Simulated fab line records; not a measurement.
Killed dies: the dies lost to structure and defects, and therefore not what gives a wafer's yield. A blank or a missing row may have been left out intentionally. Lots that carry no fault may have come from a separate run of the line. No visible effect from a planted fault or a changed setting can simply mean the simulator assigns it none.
Matching of chambers	flow gf180mcu	GF_STI_CMP_25 on cmp-01 has 4 sister chambers
The step polishes, stops on Si3N4, t overpolish 33 s, target thk 524.6 nm. 4 wafers are shown with their chamber, then 6 later ones without.

WAFERS WITH THEIR CHAMBER
wafer	chamber	time-to-endpoint-s (s)
L655.6	1	135
L667.2	2	116
L669.4	0	115
L669.5	3	133

WAFERS WHOSE CHAMBER IS MISSING
wafer	time-to-endpoint-s (s)
L670.1	131
L670.2	131
L670.4	118
L674.1	120
L674.4	130
L674.5	120

CHAMBER TAKEN BY EACH
wafer	from the rows above	in truth
L670.1	can't be placed: 3 or 1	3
L670.2	can't be placed: 3 or 1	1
L670.4	can't be placed: 2 or 0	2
L674.1	can't be placed: 2 or 0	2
L674.4	can't be placed: 3 or 1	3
L674.5	can't be placed: 2 or 0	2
Correct placement for 0 of the 6. Not placeable from these rows: 6 (in 6, the candidates include the true chamber). Number placed wrongly: 0.
How it was worked out, from the rows above alone: a wafer's distance from a chamber is the root of the sum, over the readings, of the square of ((its reading less the chamber's mean) divided by the reading's scatter). If the next closest chamber is less than 2 further off than the closest, the wafer can't be placed; otherwise it belongs to the closest. A chamber's mean is the mean of its shown wafers. The scatter: root of mean squared gap, hidden wafer to nearest shown wafer, with one shown wafer a chamber.
